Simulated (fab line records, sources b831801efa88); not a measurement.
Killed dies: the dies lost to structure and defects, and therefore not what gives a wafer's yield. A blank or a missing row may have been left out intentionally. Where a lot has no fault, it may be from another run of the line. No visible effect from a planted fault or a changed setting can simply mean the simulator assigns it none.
The tool behind it: which one? + flow sky130 + Sampling: 13 lots, 39 wafers, 5 of 708 route steps

== WHAT THE GAUGES SHOWED, per wafer ==
SKY_FIELD_ISO_BOW_MEAS_00.
| lot  | measured    | on            | INCOMING_BOW (um) |
|------|-------------|---------------|-------------------|
| L318 | day 1 15:00 | film metro-03 | 11 5 -1           |
| L319 | day 1 20:01 | film metro-04 | 3 7 -4            |
| L320 | day 2 01:00 | film metro-01 | -2 0 -5           |
| L321 | day 2 06:04 | film metro-01 | 3 -7 -5           |
| L322 | day 2 11:00 | film metro-03 | -7 11 -16         |
| L326 | day 3 07:02 | film metro-03 | 10 -12 -2         |
| L327 | day 3 12:00 | film metro-04 | -9 5 10           |
| L329 | day 3 22:02 | film metro-04 | 5 4 7             |
| L331 | day 4 08:00 | film metro-04 | -5 -3 -2          |
| L336 | day 5 09:01 | film metro-03 | 7 2 9             |
| L337 | day 5 14:04 | film metro-04 | 12 -6 5           |
| L338 | day 5 19:00 | film metro-03 | 2 -3 -1           |
| L340 | day 6 05:02 | film metro-01 | 0 -8 2            |

SKY_NWELL_RS_MEAS_29: measurement is done with a four-point probe.
| lot  | measured     | on            | NWELL_RS (ohm/sq)                   |
|------|--------------|---------------|-------------------------------------|
| L318 | day 5 15:29  | film metro-04 | 627.0 626.1 625.5                   |
| L319 | day 5 19:00  | film metro-01 | 624.2 621.5 622.2                   |
| L320 | day 6 02:26  | film metro-01 | 625.5 625.8 627.9                   |
| L321 | day 6 09:17  | film metro-01 | 624.4 622.6 626.1                   |
| L322 | day 6 16:34  | film metro-02 | 626.1 625.7 626.2                   |
| L326 | day 7 16:10  | film metro-01 | 625.5 624.1 624.5                   |
| L327 | day 7 19:38  | film metro-04 | 625.4 624.3 625.3                   |
| L329 | day 8 06:26  | film metro-04 | 625.1 624.6 624.3                   |
| L331 | day 8 18:20  | film metro-04 | 626.2 623.6 626.1                   |
| L336 | day 10 04:06 | film metro-02 | 641.4 641.4 642.2 641.1 641.0 642.6 |
| L337 | day 10 09:19 | film metro-02 | 639.4 640.5 640.9 639.4 640.3 640.1 |
| L338 | day 10 17:01 | film metro-01 | 642.8 644.2 642.4 643.6 641.6 642.5 |
| L340 | day 11 05:50 | film metro-04 | 626.2 624.0 625.3                   |

SKY_VT_ADJUST_NCORE_CD_MEAS_07: the cd target is 380 nm.
| lot  | measured     | on        | cd nm (nm)        |
|------|--------------|-----------|-------------------|
| L318 | day 8 21:21  | cd sem-02 | 379.5 379.5 378.7 |
| L319 | day 9 04:12  | cd sem-01 | 382.8 380.3 381.3 |
| L320 | day 9 10:51  | cd sem-01 | 380.2 378.1 378.8 |
| L321 | day 9 17:19  | cd sem-01 | 378.2 380.0 378.2 |
| L322 | day 10 04:14 | cd sem-02 | 381.4 377.6 382.4 |
| L326 | day 11 06:11 | cd sem-01 | 378.3 381.4 380.3 |
| L327 | day 11 09:53 | cd sem-01 | 377.9 377.0 378.6 |
| L329 | day 11 23:20 | cd sem-01 | 382.7 382.3 381.1 |
| L331 | day 12 12:39 | cd sem-01 | 379.7 379.8 384.4 |
| L336 | day 14 01:22 | cd sem-01 | 381.1 380.6 380.6 |
| L337 | day 14 08:47 | cd sem-02 | 375.0 375.6 374.2 |
| L338 | day 14 14:54 | cd sem-02 | 377.4 378.6 378.0 |
| L340 | day 15 05:49 | cd sem-01 | 378.5 376.7 378.8 |

SKY_VT_ADJUST_NCORE_TW_MEAS_11.
| lot  | measured     | on            | VT_ADJUST_NCORE_TW |
|------|--------------|---------------|--------------------|
| L318 | day 8 21:45  | film metro-04 | 218.7 219.2 219.6  |
| L319 | day 9 04:36  | film metro-01 | 215.8 215.4 216.1  |
| L320 | day 9 11:15  | film metro-04 | 219.8 219.2 220.5  |
| L321 | day 9 17:41  | film metro-03 | 219.8 220.0 220.1  |
| L322 | day 10 04:38 | film metro-01 | 214.7 216.0 215.1  |
| L326 | day 11 06:34 | film metro-04 | 220.0 219.4 219.8  |
| L327 | day 11 10:17 | film metro-03 | 219.1 220.3 219.5  |
| L329 | day 11 23:43 | film metro-04 | 220.4 220.7 220.4  |
| L331 | day 12 13:04 | film metro-04 | 220.8 220.6 218.9  |
| L336 | day 14 01:46 | film metro-04 | 221.3 221.7 220.4  |
| L337 | day 14 09:10 | film metro-01 | 217.0 218.7 216.9  |
| L338 | day 14 15:19 | film metro-03 | 218.9 219.5 220.4  |
| L340 | day 15 06:13 | film metro-04 | 221.4 221.5 221.6  |

== TOOL THAT RAN EACH LOT (tool first, then ch and the chambers of the sampled wafers, then the start) ==
| lot  | SKY_NWELL_IMPLANT_13            |
|------|---------------------------------|
| L318 | implanter-01 ch 0, day 4 20:46  |
| L319 | implanter-01 ch 0, day 5 00:16  |
| L320 | implanter-01 ch 0, day 5 07:08  |
| L321 | implanter-04 ch 0, day 5 14:04  |
| L322 | implanter-04 ch 0, day 5 21:55  |
| L326 | implanter-01 ch 0, day 6 19:31  |
| L327 | implanter-04 ch 0, day 6 23:08  |
| L329 | implanter-01 ch 0, day 7 09:11  |
| L331 | implanter-04 ch 0, day 7 21:01  |
| L336 | implanter-04 ch 0, day 9 06:34  |
| L337 | implanter-04 ch 0, day 9 10:46  |
| L338 | implanter-04 ch 0, day 9 17:25  |
| L340 | implanter-01 ch 0, day 10 07:08 |
- SKY_NWELL_IMPLANT_13

== WHAT THE TOOLS THEMSELVES READ (means of the sampled wafers that have a number; where no wafer has one, the mark that the record gives instead) ==
SKY_NWELL_IMPLANT_13.
| lot  | tool         | dose ions cm2 | faraday current uA |
|------|--------------|---------------|--------------------|
| L318 | implanter-01 | 7e+11         | 3.99               |
| L319 | implanter-01 | 7e+11         | 3.97               |
| L320 | implanter-01 | 7e+11         | 3.93               |
| L321 | implanter-04 | 7e+11         | 3.85               |
| L322 | implanter-04 | 7e+11         | 3.93               |
| L326 | implanter-01 | 7e+11         | 3.96               |
| L327 | implanter-04 | 7e+11         | 3.97               |
| L329 | implanter-01 | 7e+11         | 3.98               |
| L331 | implanter-04 | 7e+11         | 4.02               |
| L336 | implanter-04 | 2e+11         | 1.25               |
| L337 | implanter-04 | 2e+11         | 1.23               |
| L338 | implanter-04 | 2e+11         | 1.26               |
| L340 | implanter-01 | 7e+11         | 3.91               |

== THE ANSWER, worked out from the rows above alone ==
Rule: what is usual is taken from the lots themselves. Put in order of their means at a reading, lots are off if they are a third of the lots or fewer, leave a main group of 4 or more, and stand apart from it by a gap of 3 or more times the standard deviation of the main group's means; of several such gaps the widest counts. The tables above print the reading to a certain number of digits; a main group whose means all agree to those digits is not used. A lot without any number at a reading at which 4 lots or more have one is off too. Where the step has rows for the other lots, those lots are counted as sound. First the gauges in route order, then the tools' own readings, where a lot's mean is used as printed above. At the first step where some lot is off, the reading lying furthest off is the one used; lots without a number count as furthest.
Off: at SKY_NWELL_RS_MEAS_29 (NWELL_RS), L336, L337, L338. For the main group the mean is 625.0 ohm/sq and the standard deviation 1.
A tool fits if, at a process step before that reading, it ran every lot that is off, and no sound lot after the first of them. The gauges at SKY_NWELL_RS_MEAS_29 aren't tried: what is off there is off at SKY_NWELL_IMPLANT_13 too, on other tools, and a gauge's error can't cause that. One fits: implanter-04 at SKY_NWELL_IMPLANT_13. Its last sound lot is L331 (day 7 21:01), its first lot that is off L336 (day 9 06:34): a fault that began between those two fits.
The tool's own readings at SKY_NWELL_IMPLANT_13 bear it out: on the lots that are off they differ by more than 5 times the standard deviation of the sound lots' means. dose ions cm2 reads 2e+11 there against 7e+11 on the sound lots; faraday current uA reads 1.25 there against 3.95 on the sound lots.

== WHAT WAS PUT IN BY THE SIMULATOR ==
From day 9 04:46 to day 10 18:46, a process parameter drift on implanter-04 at SKY_NWELL_IMPLANT_13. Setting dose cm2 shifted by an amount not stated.
Lots struck among those shown: L336, L337, L338. This agrees with what the rule above found.
